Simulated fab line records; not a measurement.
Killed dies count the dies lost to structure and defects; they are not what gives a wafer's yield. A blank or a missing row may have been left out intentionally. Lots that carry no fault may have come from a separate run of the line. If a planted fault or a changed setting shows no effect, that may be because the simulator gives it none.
fab line records	flow sky130
[record] lots = 7	wafers = 21	last_day = 50
route steps=708 shown RES_XHIGH@340 SD_N@342 SD_P@359 PAD_OPEN@708
lots untouched by any fault: they come from a run of this same line in which no faults occurred
start_h: start of the lot's first displayed wafer, in hours after the record's first day	wait_h: time in hours since the lot's previous step	" the same as in the row above	L1.1+2: one row covering several wafers at once	- no value present, or no start provided	* or withheld: withheld	< > ~ a bound
route shown NAME@n: names a module that has steps shown in the file, with the first one's number in the route	usual: mean and standard deviation over wafers with no fault	same: alike in all rows	chamber/n: place in a boat	sites: per-site readings	_std_site: the standard deviation of these	_edge_site: inner sites' mean taken away from outer sites' mean	radius_mm: for every site, how far away it sits from the centre of the wafer	mask NAME#n: copy n	behind: the last tool/chamber to shape the wafer	hold: why the lot went on hold/how many hours it stayed there/how the hold came to an end	device: the n, p or np transistor that did not switch	end of line: the tests these same wafers got at the end of their route	where a step has no rows: the recipe by itself	killed: dies that structure and defects cost at the first sort, which is not the same as the wafer's yield	map: a wafer's dies, x killed, . not, _ none there
set.NAME: the setting as run; set.NAME@STEP: as run at that earlier step	model.NAME: the simulator's own value behind a step, which no gauge read
certain route steps with their lots: each step a table, each wafer a row
services: a tool's chamber out of use, with start hour (start_h, from the record's first day; less than 0 if before it), hours out, and reason
[[steps]]
[step SKY_RES_XHIGH_STRIP_08]
[recipe] chemistry = O2/N2	power_w = 1400	pressure_mtorr = 1500	platen_temp_c = withheld	o2_flow_sccm = 3000	n2_flow_sccm = 300	overash_fraction = 0.5
[usual] drypump_motor_current_A = 5.7/0.38	oes_product_au = 0.712/0.0047	strip_time_to_endpoint_s = 14.26/0.041
lot.wafer	tool	chamber	start_h	wait_h	drypump_motor_current_A	oes_product_au	rf_hours_counter_h	strip_time_to_endpoint_s
L305.1	plasma_asher-02	1	619.87	0.1	5.9	0.713	50	14.27
L305.2	"	0	"	"	5.3	0.717	50	14.29
L305.4	"	0	"	"	5.3	0.708	-	14.29
L308.1	plasma_asher-03	0	650.19	0.1	6.1	0.706	97	14.29
L308.2	"	1	"	"	5.7	0.717	97	14.30
L308.4	"	1	"	"	5.7	0.714	-	14.29
L316.1	plasma_asher-03	1	726.84	0.1	5.7	0.704	105	14.28
L316.3	"	0	"	"	6.2	0.713	-	14.28
L316.5	"	1	"	"	5.7	0.705	-	14.31
L321.1	plasma_asher-03	1	765.18	0.1	5.7	0.708	2	14.21
L321.3	"	1	"	"	5.7	0.710	-	14.23
L321.6	"	0	"	"	6.2	0.717	-	14.23
L322.2	plasma_asher-02	0	765.52	0.1	5.3	0.705	65	14.24
L322.4	"	1	"	"	5.9	0.712	-	14.23
L322.6	"	0	"	"	5.3	0.718	-	14.21
L324.3	plasma_asher-02	0	775.26	0.1	5.3	0.716	-	14.22
L324.4	"	1	"	"	5.9	0.714	-	14.19
L324.6	"	0	"	"	5.3	0.708	-	14.22
L325.1	plasma_asher-02	0	799.74	0.1	5.3	0.707	68	14.21
L325.4	"	0	"	"	5.3	0.706	-	14.25
L325.6	"	1	"	"	5.9	0.713	-	14.27
[step SKY_RES_XHIGH_TW_MEAS_09]
[usual] RES_XHIGH_TW = 1620/22
lot.wafer	tool	chamber	start_h	wait_h	RES_XHIGH_TW
L305.1	film_metro-01	-	619.97	0.1	1581
L305.2	"	-	"	"	1590
L305.4	"	-	"	"	1588
L308.1	film_metro-04	-	650.29	0.1	1610
L308.2	"	-	"	"	1616
L308.4	"	-	"	"	1614
L316.1	film_metro-04	-	726.94	0.1	1636
L316.3	"	-	"	"	1634
L316.5	"	-	"	"	1631
L321.1	film_metro-04	-	765.28	0.1	1608
L321.3	"	-	"	"	1604
L321.6	"	-	"	"	1614
L322.2	film_metro-04	-	765.63	0.1	1621
L322.4	"	-	"	"	1610
L322.6	"	-	"	"	1611
L324.3	film_metro-02	-	775.35	0.1	1657
L324.4	"	-	"	"	1647
L324.6	"	-	"	"	1644
L325.1	film_metro-01	-	799.84	0.1	1591
L325.4	"	-	"	"	1587
L325.6	"	-	"	"	1583
[step SKY_SD_N_DEHYDRATE_00]
[recipe] temp_c = 200	time_s = 60
[step SKY_SD_N_HMDS_01]
[recipe] prime_time_s = 60	prime_temp_c = 120
[step SKY_SD_N_COAT_02]
[recipe] resist = NOVOLAK	spin_rpm = 3000	resist_thk_nm = 1140
[step SKY_SD_N_SOFTBAKE_03]
[recipe] temp_c = 90	time_s = 60	resist = NOVOLAK
[step SKY_SD_N_EXPOSE_04]
[recipe] mask_id = NSDM	na = 0.6	source_shape = conventional	sigma_outer = 0.6	polarization = unpolarized	target_cd_nm = 380	dose_mj = 142.6
[step SKY_SD_N_PEB_05]
[recipe] temp_c = withheld	time_s = *	resist = NOVOLAK
[step SKY_SD_N_DEVELOP_06]
[recipe] resist = NOVOLAK	developer = TMAH	develop_time_s = 60	dev_temp_c = 23
[step SKY_SD_N_CD_MEAS_07]
[recipe] target_cd_nm = 380
[usual] cd_nm = 380/3.2
lot.wafer	tool	chamber	start_h	wait_h	cd_nm
L305.1	cd_sem-01	-	647.99	0.1	384
L305.2	"	-	"	"	381
L305.4	"	-	"	"	381
L308.1	cd_sem-01	-	678.49	0.1	377
L308.2	"	-	"	"	375
L308.4	"	-	"	"	374
L316.1	cd_sem-02	-	753.94	0.1	381
L316.3	"	-	"	"	381
L316.5	"	-	"	"	382
L321.1	cd_sem-02	-	791.49	0.1	383
L321.3	"	-	"	"	383
L321.6	"	-	"	"	383
L322.2	cd_sem-02	-	792.61	0.1	384
L322.4	"	-	"	"	385
L322.6	"	-	"	"	384
L324.3	cd_sem-01	-	801.43	0.1	380
L324.4	"	-	"	"	384
L324.6	"	-	"	"	381
L325.1	cd_sem-02	-	825.77	0.1	377
L325.4	"	-	"	"	376
L325.6	"	-	"	"	378
[step SKY_SD_N_OVL_MEAS_08]
[usual] SD_N_OVL = 0.0/1.2
lot.wafer	tool	chamber	start_h	wait_h	SD_N_OVL[nm]
L305.1	overlay-02	-	648.11	0.1	-1.4
L305.2	"	-	"	"	-2.9
L305.4	"	-	"	"	-3.7
L308.1	overlay-02	-	678.61	0.1	0.5
L308.2	"	-	"	"	-0.9
L308.4	"	-	"	"	-0.3
L316.1	overlay-02	-	754.06	0.1	-1.5
L316.3	"	-	"	"	0.0
L316.5	"	-	"	"	-1.8
L321.1	overlay-01	-	791.61	0.1	-0.3
L321.3	"	-	"	"	-1.1
L321.6	"	-	"	"	0.2
L322.2	overlay-02	-	792.71	0.1	0.4
L322.4	"	-	"	"	-0.2
L322.6	"	-	"	"	0.0
L324.3	overlay-02	-	801.52	0.1	0.7
L324.4	"	-	"	"	2.0
L324.6	"	-	"	"	2.6
L325.1	overlay-02	-	825.89	0.1	-0.3
L325.4	"	-	"	"	-0.2
L325.6	"	-	"	"	0.2
[step SKY_SD_N_IMPLANT_09]
[recipe] species = As	energy_kev = 50	dose_cm2 = 4e+15	tilt_deg = 0
[step SKY_SD_N_IMPLANT_10]
[recipe] species = P	energy_kev = 20	dose_cm2 = 1e+14	tilt_deg = 0
lot.wafer	tool	chamber	start_h	wait_h
L305.1+2+4	implanter-01	0	648.30	0.1
L308.1+2+4	implanter-03	0	678.79	0.1
L316.1+3+5	implanter-01	0	754.24	0.1
L321.1+3+6	implanter-03	0	791.79	0.1
L321.1+3+6	implanter-03	0	792.11	0.3
L322.2+4+6	implanter-03	0	792.92	0.1
L322.2+4+6	implanter-03	0	793.24	0.3
L324.3+4+6	implanter-01	0	801.74	0.1
L325.1+4+6	implanter-03	0	826.08	0.1
L325.1+4+6	implanter-03	0	826.39	0.3
[step SKY_SD_N_STRIP_11]
[recipe] chemistry = O2/N2	power_w = 1400	pressure_mtorr = 1500	platen_temp_c = withheld	o2_flow_sccm = 3000	n2_flow_sccm = 300	overash_fraction = 0.5
[usual] drypump_motor_current_A = 5.7/0.37	oes_product_au = 0.527/0.0045	strip_time_to_endpoint_s = 22.55/0.036
lot.wafer	tool	chamber	start_h	wait_h	drypump_motor_current_A	oes_product_au	rf_hours_counter_h	strip_time_to_endpoint_s
L305.1	plasma_asher-01	0	648.45	0.1	5.9	0.522	86	22.52
L305.2	"	1	"	"	5.1	0.529	86	22.53
L305.4	"	1	"	"	5.1	0.515	-	22.57
L308.1	plasma_asher-02	1	678.94	0.1	5.9	0.530	56	22.55
L308.2	"	0	"	"	5.3	0.528	56	22.58
L308.4	"	0	"	"	5.3	0.523	-	22.56
L316.1	plasma_asher-03	0	754.39	0.1	6.2	0.524	1	22.54
L316.3	"	0	"	"	6.2	0.527	-	22.57
L316.5	"	0	"	"	6.1	0.530	-	22.61
L321.1	plasma_asher-02	0	792.26	0.1	5.3	0.525	68	22.58
L321.3	"	1	"	"	5.9	0.521	-	22.54
L321.6	"	1	"	"	5.9	0.526	-	22.57
L322.2	plasma_asher-03	0	793.36	0.1	6.2	0.531	5	22.61
L322.4	"	1	"	"	5.7	0.523	-	22.61
L322.6	"	1	"	"	5.7	0.523	-	22.56
L324.3	plasma_asher-02	1	801.88	0.1	5.9	0.525	-	22.54
L324.4	"	0	"	"	5.3	0.524	-	22.51
L324.6	"	0	"	"	5.3	0.535	-	22.59
L325.1	plasma_asher-02	0	826.54	0.1	5.3	0.530	71	22.59
L325.4	"	1	"	"	5.9	0.531	-	22.60
L325.6	"	0	"	"	5.3	0.537	-	22.57
[step SKY_SD_N_TW_MEAS_12]
[usual] SD_N_TW = 3929/47
lot.wafer	tool	chamber	start_h	wait_h	SD_N_TW
L305.1	film_metro-04	-	648.55	0.1	3927
L305.2	"	-	"	"	3935
L305.4	"	-	"	"	3945
L308.1	film_metro-02	-	679.04	0.1	4005
L308.2	"	-	"	"	4016
L308.4	"	-	"	"	3990
L316.1	film_metro-01	-	754.49	0.1	3848
L316.3	"	-	"	"	3870
L316.5	"	-	"	"	3868
L321.1	film_metro-04	-	792.36	0.1	3936
L321.3	"	-	"	"	3936
L321.6	"	-	"	"	3947
L322.2	film_metro-02	-	793.47	0.1	3976
L322.4	"	-	"	"	3975
L322.6	"	-	"	"	3966
L324.3	film_metro-04	-	801.96	0.1	3919
L324.4	"	-	"	"	3915
L324.6	"	-	"	"	3904
L325.1	film_metro-01	-	826.64	0.1	3844
L325.4	"	-	"	"	3870
L325.6	"	-	"	"	3839
[step SKY_SD_N_CLEAN_13]
[recipe] chemistry = SC1/SC2	mix = 1:4:20	temp_c = 70	time_s = 150	dry = n2_spin
[step SKY_SD_N_RTA_14]
[recipe] temp_c = 1075	time_s = 2	idle_temp_c = 650	ramp_up_c_per_s = 150	ramp_down_c_per_s = 90	ambient = N2
[usual] chamber_o2_ppm = 2.001/0.023	lamp_power_pct = 15.74/0.055	wafer_temp_C_max = 1078.2/1.3
lot.wafer	tool	chamber	start_h	wait_h	chamber_o2_ppm	lamp_power_pct	wafer_temp_C_max
L305.1	rtp_anneal-02	0	648.66	0.0	1.991	15.73	1077.7
L305.2	"	0	"	"	1.946	15.76	1079.7
L305.4	"	0	"	"	1.967	15.68	1080.0
L308.1	rtp_anneal-01	0	679.16	0.0	2.011	15.83	1080.4
L308.2	"	0	"	"	2.027	15.77	1079.7
L308.4	"	0	"	"	2.021	15.71	1080.3
L316.1	rtp_anneal-01	0	754.60	0.0	1.998	15.74	1079.7
L316.3	"	0	"	"	2.006	15.70	1077.4
L316.5	"	0	"	"	2.003	15.72	1078.4
L321.1	rtp_anneal-02	0	792.79	0.0	1.963	15.76	1079.5
L321.3	"	0	"	"	2.009	15.69	1079.3
L321.6	"	0	"	"	2.005	15.70	1078.4
L322.2	rtp_anneal-01	0	793.58	0.0	1.966	15.84	1078.1
L322.4	"	0	"	"	1.937	15.66	1077.6
L322.6	"	0	"	"	2.000	15.85	1078.1
L324.3	rtp_anneal-01	0	802.08	0.0	2.012	15.70	1078.8
L324.4	"	0	"	"	2.010	15.73	1077.3
L324.6	"	0	"	"	1.985	15.73	1078.9
L325.1	rtp_anneal-02	0	826.75	0.0	1.999	15.75	1077.0
L325.4	"	0	"	"	1.977	15.68	1077.6
L325.6	"	0	"	"	2.013	15.67	1079.2
[step SKY_SD_N_RS_MEAS_16]
[recipe] thk_meas_gauge = four-point-probe
[usual] SD_N_RS = 68.65/0.14
lot.wafer	tool	chamber	start_h	wait_h	SD_N_RS[ohm/sq]
L305.1	film_metro-01	-	648.83	0.1	68.77
L305.2	"	-	"	"	68.80
L305.4	"	-	"	"	68.71
L308.1	film_metro-01	-	679.33	0.1	68.60
L308.2	"	-	"	"	68.69
L308.4	"	-	"	"	68.67
L316.1	film_metro-02	-	754.78	0.1	68.17
L316.3	"	-	"	"	68.51
L316.5	"	-	"	"	68.51
L321.1	film_metro-02	-	793.20	0.2	66.00
L321.3	"	-	"	"	65.98
L321.6	"	-	"	"	65.96
L322.2	film_metro-04	-	793.77	0.1	65.98
L322.4	"	-	"	"	66.03
L322.6	"	-	"	"	65.98
L324.3	film_metro-02	-	802.28	0.1	68.54
L324.4	"	-	"	"	68.61
L324.6	"	-	"	"	68.51
L325.1	film_metro-01	-	826.93	0.1	66.16
L325.4	"	-	"	"	66.10
L325.6	"	-	"	"	66.32
[step SKY_SD_N_RS_MEAS_17]
[recipe] thk_meas_gauge = four-point-probe
[usual] SD_P_RS = 147.1/0.44
lot.wafer	tool	chamber	start_h	wait_h	SD_P_RS[ohm/sq]
L305.1	film_metro-01	-	648.95	0.1	148.0
L305.2	"	-	"	"	147.5
L305.4	"	-	"	"	147.2
L308.1	film_metro-01	-	679.45	0.1	147.4
L308.2	"	-	"	"	147.4
L308.4	"	-	"	"	147.1
L316.1	film_metro-02	-	754.90	0.1	146.3
L316.3	"	-	"	"	146.2
L316.5	"	-	"	"	147.0
L321.1	film_metro-02	-	793.32	0.1	147.3
L321.3	"	-	"	"	146.6
L321.6	"	-	"	"	146.8
L322.2	film_metro-04	-	793.89	0.1	147.2
L322.4	"	-	"	"	146.9
L322.6	"	-	"	"	146.5
L324.3	film_metro-02	-	802.40	0.1	146.9
L324.4	"	-	"	"	147.2
L324.6	"	-	"	"	146.9
L325.1	film_metro-01	-	827.05	0.1	147.2
L325.4	"	-	"	"	147.3
L325.6	"	-	"	"	147.4
[step SKY_PAD_OPEN_PROBE_99]
[usual] killed_at_M0_to_M3 = 44/7.6	killed_at_M4_up = 3.2/1.7	killed_at_contacts = 24/5.7	killed_at_front_end = 16/3.9	killed_at_other = 0.2/0.45	killed_dies = 87/9.5	killed_open = 47/6.9	killed_short = 40/5.8
[same] gross_dies = 492	killed_at_back_side = 0
lot.wafer	tool	chamber	start_h	wait_h	killed_at_M0_to_M3	killed_at_M4_up	killed_at_contacts	killed_at_front_end	killed_at_other	killed_dies	killed_open	killed_short	model.etest.sonos_uncharged.r_on_ohm_um	model.etest.res_ndiff.rs_ohm_sq	model.etest.res_ndiff_hv.rs_ohm_sq
L305.1	prober-02	-	1073.56	0.1	42	2	22	16	0	82	47	35	798.8	120.8	114.3
L305.2	prober-02	-	1073.61	0.1	49	1	19	18	0	87	53	34	804.2	119.7	114.1
L305.4	prober-02	-	1073.71	0.2	43	2	21	20	1	87	43	44	805.5	120.9	114.7
L308.1	prober-01	-	1099.06	0.1	54	5	23	17	0	99	64	35	807.8	119.2	112.3
L308.2	prober-01	-	1099.11	0.1	42	3	24	11	0	80	49	31	840.8	118.9	113.8
L308.4	prober-01	-	1099.21	0.2	43	5	25	16	0	89	46	43	819.4	118.9	113.6
L316.1	prober-01	-	1146.18	0.1	49	5	17	8	0	79	43	36	826.4	118.1	111.7
L316.3	prober-01	-	1146.28	0.2	39	3	31	8	0	81	45	36	798.9	118	111.9
L316.5	prober-01	-	1146.38	0.2	40	3	19	16	1	79	38	41	811.5	118.7	112.3
L321.1	prober-02	-	1176.37	0.1	50	3	29	19	0	101	52	49	788.1	115.2	109.3
L321.3	prober-02	-	1176.47	0.2	34	3	22	25	1	85	47	38	787.7	115.1	109.2
L321.6	prober-02	-	1176.62	0.2	69	6	18	13	2	108	53	55	784.1	115	109.5
L322.2	prober-01	-	1179.00	0.1	52	3	16	15	0	86	45	41	790	115.6	110.1
L322.4	prober-01	-	1179.10	0.2	41	4	26	19	1	91	54	37	804.5	115.7	109.5
L322.6	prober-01	-	1179.20	0.2	41	5	32	19	0	97	56	41	804.8	115.6	109.5
L324.3	prober-01	-	1184.61	0.2	51	2	27	16	1	97	54	43	800.3	122.3	115.6
L324.4	prober-01	-	1184.66	0.2	38	2	40	16	0	96	56	40	810.8	122	117.3
L324.6	prober-01	-	1184.76	0.2	39	2	19	15	0	75	38	37	805.5	122.5	116.6
L325.1	prober-02	-	1196.04	0.1	39	3	31	17	0	90	49	41	806	117.3	112.2
L325.4	prober-02	-	1196.19	0.2	43	5	16	14	1	79	42	37	798.4	117.8	112.3
L325.6	prober-02	-	1196.29	0.2	28	3	28	9	0	68	41	27	810.9	117.2	111.8
// killed by level:class
L305.1 CONTACT:geometric_particle:open=11 VIA3:geometric_particle:open=10 VIA1:geometric_particle:open=8 LI_CONTACT:geometric_particle:open=5 VIA2:geometric_particle:open=5 VIA1:geometric_particle:short=5 POLY_GATE:geometric_particle:short=4 FIELD_ISO:geometric_particle:short=3
L305.2 VIA2:geometric_particle:open=10 VIA1:geometric_particle:open=10 LI_CONTACT:geometric_particle:open=9 FIELD_ISO:geometric_particle:short=7 FIELD_ISO:geometric_particle:open=6 VIA2:geometric_particle:short=6 VIA3:geometric_particle:open=6 CONTACT:geometric_particle:open=4
L305.4 FIELD_ISO:geometric_particle:short=8 VIA1:geometric_particle:open=8 LI_CONTACT:geometric_particle:open=7 CONTACT:geometric_particle:open=6 VIA3:geometric_particle:open=5 VIA2:geometric_particle:open=5 METAL1:geometric_particle:short=5 POLY_GATE:geometric_particle:short=4
L308.1 VIA1:geometric_particle:open=13 VIA3:geometric_particle:open=12 LI_CONTACT:geometric_particle:open=9 CONTACT:geometric_particle:open=7 VIA2:geometric_particle:open=7 POLY_GATE:geometric_particle:open=6 METAL2:geometric_particle:short=5 FIELD_ISO:geometric_particle:short=4
L308.2 VIA1:geometric_particle:open=9 CONTACT:geometric_particle:open=8 VIA2:geometric_particle:open=8 LI_CONTACT:geometric_particle:open=6 VIA3:geometric_particle:open=6 LOCAL_INTERCONNECT:geometric_particle:short=5 METAL1:geometric_particle:short=4 FIELD_ISO:geometric_particle:open=3
L308.4 CONTACT:geometric_particle:open=11 METAL2:geometric_particle:short=8 METAL1:geometric_particle:short=8 VIA3:geometric_particle:open=7 VIA1:geometric_particle:open=6 FIELD_ISO:geometric_particle:open=5 LOCAL_INTERCONNECT:geometric_particle:short=5 CONTACT:geometric_particle:short=5
L316.1 VIA1:geometric_particle:open=11 CONTACT:geometric_particle:open=9 VIA2:geometric_particle:short=9 VIA2:geometric_particle:open=6 METAL1:geometric_particle:short=5 METAL4:geometric_particle:short=5 METAL3:geometric_particle:short=4 LI_CONTACT:geometric_particle:open=3
L316.3 CONTACT:geometric_particle:open=12 VIA3:geometric_particle:open=9 CONTACT:geometric_particle:short=7 VIA1:geometric_particle:open=7 LI_CONTACT:geometric_particle:open=6 METAL2:geometric_particle:short=6 VIA2:geometric_particle:short=4 FIELD_ISO:geometric_particle:open=3
L316.5 VIA3:geometric_particle:open=9 LI_CONTACT:geometric_particle:open=6 VIA1:geometric_particle:open=6 POLY_GATE:geometric_particle:short=5 CONTACT:geometric_particle:open=4 CONTACT:geometric_particle:short=4 METAL2:geometric_particle:short=4 VIA2:geometric_particle:short=4
L321.1 METAL2:geometric_particle:short=10 VIA1:geometric_particle:open=9 LI_CONTACT:geometric_particle:open=8 CONTACT:geometric_particle:open=8 VIA2:geometric_particle:open=7 CONTACT:geometric_particle:short=7 METAL1:geometric_particle:short=6 POLY_GATE:geometric_particle:short=5
L321.3 VIA1:geometric_particle:open=11 CONTACT:geometric_particle:open=9 POLY_GATE:geometric_particle:open=8 POLY_GATE:geometric_particle:short=6 VIA3:geometric_particle:open=6 FIELD_ISO:geometric_particle:short=5 VIA2:geometric_particle:open=5 LI_CONTACT:geometric_particle:open=4
L321.6 VIA1:geometric_particle:open=18 METAL1:geometric_particle:short=15 VIA3:geometric_particle:open=9 CONTACT:geometric_particle:open=6 VIA3:geometric_particle:short=6 METAL4:geometric_particle:short=5 FIELD_ISO:geometric_particle:short=4 LI_CONTACT:geometric_particle:open=4
L322.2 VIA1:geometric_particle:open=12 CONTACT:geometric_particle:open=8 VIA2:geometric_particle:open=7 METAL1:geometric_particle:short=7 VIA1:geometric_particle:short=5 POLY_GATE:geometric_particle:short=5 VIA3:geometric_particle:open=5 VIA2:geometric_particle:short=5
L322.4 VIA3:geometric_particle:open=10 CONTACT:geometric_particle:open=10 VIA1:geometric_particle:open=9 CONTACT:geometric_particle:short=6 POLY_GATE:geometric_particle:short=5 LI_CONTACT:geometric_particle:open=5 METAL1:geometric_particle:short=5 POLY_GATE:geometric_particle:open=4
L322.6 LI_CONTACT:geometric_particle:open=11 CONTACT:geometric_particle:open=11 VIA2:geometric_particle:open=10 VIA3:geometric_particle:open=8 VIA1:geometric_particle:open=6 POLY_GATE:geometric_particle:short=5 LOCAL_INTERCONNECT:geometric_particle:short=4 CONTACT:geometric_particle:short=4
L324.3 VIA1:geometric_particle:open=17 LI_CONTACT:geometric_particle:open=13 VIA3:geometric_particle:open=8 CONTACT:geometric_particle:short=6 VIA1:geometric_particle:short=6 METAL1:geometric_particle:short=6 CONTACT:geometric_particle:open=5 VIA3:geometric_particle:short=5
L324.4 CONTACT:geometric_particle:open=17 VIA1:geometric_particle:open=10 CONTACT:geometric_particle:short=8 LI_CONTACT:geometric_particle:open=6 VIA3:geometric_particle:open=6 LOCAL_INTERCONNECT:geometric_particle:short=6 METAL1:geometric_particle:short=5 FIELD_ISO:geometric_particle:open=4
L324.6 VIA1:geometric_particle:open=7 VIA1:geometric_particle:short=7 VIA2:geometric_particle:open=7 CONTACT:geometric_particle:short=5 CONTACT:geometric_particle:open=5 METAL1:geometric_particle:short=5 FIELD_ISO:geometric_particle:short=4 FIELD_ISO:geometric_particle:open=4
L325.1 CONTACT:geometric_particle:open=15 METAL1:geometric_particle:short=9 FIELD_ISO:geometric_particle:open=8 LI_CONTACT:geometric_particle:open=8 VIA1:geometric_particle:open=8 METAL2:geometric_particle:short=6 CONTACT:geometric_particle:short=4 VIA1:geometric_particle:short=4
L325.4 VIA1:geometric_particle:open=15 CONTACT:geometric_particle:open=10 METAL1:geometric_particle:short=7 VIA2:geometric_particle:short=5 FIELD_ISO:geometric_particle:open=4 VIA3:geometric_particle:short=4 FIELD_ISO:geometric_particle:short=3 SPACER:geometric_particle:open=3
L325.6 CONTACT:geometric_particle:open=9 LI_CONTACT:geometric_particle:open=8 VIA1:geometric_particle:open=6 METAL1:geometric_particle:short=5 CONTACT:geometric_particle:short=4 VIA2:geometric_particle:open=4 FIELD_ISO:geometric_particle:short=3 POLY_GATE:geometric_particle:open=3
[[services]]
tool	chamber	start_h	hours	kind
plasma_asher-03	-	596.56	2.9	repair
plasma_asher-02	-	614.61	1.3	repair
rtp_anneal-02	-	626.97	0.8	pm
implanter-03	-	645.77	21.3	pm
plasma_asher-02	-	683.36	1.3	repair
plasma_asher-03	-	733.75	9.0	pm
plasma_asher-03	0	733.75	9.0	vent_cycle
plasma_asher-03	1	733.75	9.0	vent_cycle
plasma_asher-03	0	742.75	-	clean
plasma_asher-03	1	742.75	-	clean
implanter-03	-	756.44	1.8	repair
implanter-01	-	790.16	1.9	repair
implanter-01	-	792.09	4.0	pm
[[key]]
[first_sign] step = SKY_SD_N_IMPLANT_10	reading = visit	direction = added
[effect] step = SKY_SD_N_RS_MEAS_16	reading = SD_N_RS	direction = down	sigmas = 18	usual = 68.65	struck = 66.06
[model_effect] step = SKY_PAD_OPEN_PROBE_99	value = etest.sonos_uncharged.r_on_ohm_um	without = 816.2	struck = 797.2
met_at SKY_SD_N_IMPLANT_10
struck_wafers L321.1,L321.3,L321.6,L322.2,L322.4,L322.6,L325.1,L325.4,L325.6
tester_left_out L321,L322,L325
[fault] kind = repeated_step_whole	tool = implanter-01,implanter-03,implanter-04	chamber = -	onset_h = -	steps = SKY_SD_N_IMPLANT_10	times = 1	scope = struck_lots_only
// tester_left_out: of these lots the tester's yield and bins aren't shown, on N5 and GAA mostly nor the transistor test; their killed dies are dies lost to structure and defects alone, not to doping, threshold or leakage, so they don't give the yield
